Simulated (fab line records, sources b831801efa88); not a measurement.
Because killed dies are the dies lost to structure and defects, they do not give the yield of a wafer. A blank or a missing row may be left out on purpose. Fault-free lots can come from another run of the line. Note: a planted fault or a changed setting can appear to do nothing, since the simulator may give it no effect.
Problem report, 8D (eight disciplines) form, completed by code	flow gf180mcu	the parts of the form that need people (team, actions taken, sign-off) are left out

## 1. WHAT IS WRONG
Across 9 wafers from 3 lots, DNWELL_TW at GF_DNWELL_TW_MEAS_09 averages 1467, while fault-free wafers read 1357 with a standard deviation of 10. That puts it +11 standard deviations away from the usual mean.
First observed at day 6 09:22: wafer L324.3, on film_metro-04. The record has a number at this step for 39 wafers belonging to 13 lots. By rule, "out" or "out of limits" means more than 4 standard deviations away from the usual mean. The rest of the wafers with a number are treated as sound.

## 2. WHAT THIS IS AND IS NOT
question	is	is not
which readings at this step	DNWELL_TW	-
which lots	L324, L325, L326	L308, L309, L310, L314, L315, L317, L318, L327, L328, L329
which wafers of those lots	all that have a number	-
read on which gauges	film_metro-01, film_metro-02, film_metro-04	-
when	from day 6 09:22	up to then (21 sound wafers); but 9 sound wafers of L327, L328, L329 came after

## 3. WHAT RULES OUT EACH SUSPECT
Counting: a tool at a process step up to the reading stays a suspect if it ran every lot that is out and no sound lot after the first of them.
- the gauge at GF_DNWELL_TW_MEAS_09 has been ruled out. The wafers that are out were read on 3 gauges (film_metro-01, film_metro-02, film_metro-04).
- implanter-04 at GF_DNWELL_IMPLANT_07: kept. Every lot that is out went through it, starting with L324 (day 6 09:08), and after that it ran no sound lot; the last sound lot it ran before then is L318 (day 5 07:17). On those wafers its own readings are out: beam_on_s, end_station_pressure_torr, faraday_current_uA.
The count leaves implanter-04 at GF_DNWELL_IMPLANT_07.

## 4. THE CAUSE (what the simulator had put in)
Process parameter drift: implanter-04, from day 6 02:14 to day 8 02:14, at GF_DNWELL_IMPLANT_07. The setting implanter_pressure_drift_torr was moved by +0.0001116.
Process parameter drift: implanter-04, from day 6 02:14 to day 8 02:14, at GF_DNWELL_IMPLANT_07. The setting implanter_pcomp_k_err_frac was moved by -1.
After counting, this tool was the only one left.

## 5. THE EFFECT CHAIN, in route order
Rows list readings where the struck wafers' mean (over those with a number) sits beyond 3 standard deviations from the usual. Only readings whose record carries a usual standard deviation are examined. hours: median over the lots of the time between each lot's start at the first step of this table that gives one and its start at this step. sigmas: the change, counted in usual standard deviations.
hours	step	reading	usual	on struck wafers	change	sigmas
0	GF_DNWELL_IMPLANT_07	beam_on_s	10.00 s	12.65	+2.65	+12
0	GF_DNWELL_IMPLANT_07	end_station_pressure_torr	5.03e-06 Torr	1.17e-04	+1.12e-04	+99 or more
0	GF_DNWELL_IMPLANT_07	faraday_current_uA	56.4	45.1	-11.3	-9.4
0	GF_DNWELL_TW_MEAS_09	DNWELL_TW	1357	1467	+110	+11
Here are the process steps it includes:
- GF_DNWELL_IMPLANT_07
At these later measuring or inspecting steps, every struck wafer for which the step has a row has a number for every such reading, and none has moved that far: GF_M1_OVL_MEAS_15.

## 6. HOW IT WOULD HAVE BEEN CAUGHT EARLIER
In this record the first reading out of limits at a measuring or inspecting step was taken at day 6 09:22, 7 hours after the fault began at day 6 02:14.
Tool's own readings at GF_DNWELL_IMPLANT_07, beam_on_s, end_station_pressure_torr, faraday_current_uA: out on all struck wafers the step has rows for; an alarm limit on them would have tripped on the first.
Among the 3 lots that are out, L325, L326 began GF_DNWELL_IMPLANT_07 on implanter-04 after day 6 09:22. A hold on the tool at that time would have spared those 2.
